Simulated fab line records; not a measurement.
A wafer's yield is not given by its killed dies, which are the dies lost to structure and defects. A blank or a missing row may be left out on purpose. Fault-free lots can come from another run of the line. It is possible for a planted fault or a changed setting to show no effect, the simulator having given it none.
Matching of chambers ; flow gf180mcu ; rie diel-04 running GF_PASSIVATION_ETCH_11: 4 sister chambers
The step etches the open film in CF4/O2, stops on TiN, target depth 2040 nm, time 453.3 s. 18 wafers are shown with their chamber, then 9 later ones without.

== EACH WAFER AND ITS CHAMBER ==
wafer;chamber;drypump motor current A (A);O2_flow_sccm (sccm);oes product au (a.u.)
L667.1;3;5.7;9.99;0.980
L667.5;2;5.9;9.98;0.973
L667.6;3;5.8;10.00;0.985
L670.3;1;5.3;10.00;0.984
L670.4;2;5.9;9.99;0.985
L670.5;2;5.9;9.99;0.982
L669.1;2;5.9;10.02;0.975
L669.3;1;5.3;10.02;0.996
L669.4;3;5.7;10.01;0.976
L671.1;3;5.7;9.99;0.974
L671.2;2;5.9;9.96;0.985
L671.6;3;5.7;10.01;0.987
L672.1;3;5.7;10.00;0.975
L672.2;2;5.9;9.95;0.978
L672.3;0;5.9;9.93;0.976
L674.1;0;5.8;9.98;0.980
L674.2;1;5.3;10.03;0.987
L674.5;2;5.9;10.04;0.981

SIGNATURES (averages over the wafers above)
reading;chamber 0;chamber 1;chamber 2;chamber 3;scatter within a chamber
drypump motor current A;5.850;5.300;5.900;5.717;0.0309
O2_flow_sccm;9.9550;10.0167;9.9900;10.0000;0.0241
oes product au;0.97800;0.98900;0.97986;0.97950;0.00513
Rule: distance of a wafer from a chamber = root of the sum over the readings of ((wafer's reading minus chamber's mean) / reading's scatter) squared. The wafer belongs to the nearest chamber; if the next one is less than 2 further off, it can't be placed. The scatter is the square root of a quotient: the sum, over the shown wafers, of each reading's squared deviation from its chamber's mean, divided by wafers minus chambers.

== WAFERS WITHOUT THEIR CHAMBER ==
wafer;drypump motor current A (A);O2_flow_sccm (sccm);oes product au (a.u.)
L675.2;5.8;9.95;0.993
L675.3;5.8;9.94;0.988
L675.4;5.3;10.01;0.981
L677.2;5.9;10.05;0.986
L677.5;5.7;10.00;0.979
L677.6;5.8;10.08;0.978
L681.1;5.3;10.01;0.984
L681.2;5.9;10.06;0.979
L681.6;5.9;10.02;0.989

== CHAMBER TAKEN BY EACH ==
wafer;from the rows above;in truth
L675.2;can't be placed: 0 or 3 or 2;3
L675.3;can't be placed: 0 or 3 or 2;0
L675.4;1;1
L677.2;can't be placed: 2 or 0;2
L677.5;3;3
L677.6;can't be placed: 3 or 2 or 0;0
L681.1;1;1
L681.2;can't be placed: 2 or 0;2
L681.6;can't be placed: 2 or 0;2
Placed correctly: 3 of 9. Cannot be placed on the basis of these rows: 6; the candidates contain the true chamber in 6. Number placed wrongly: 0.
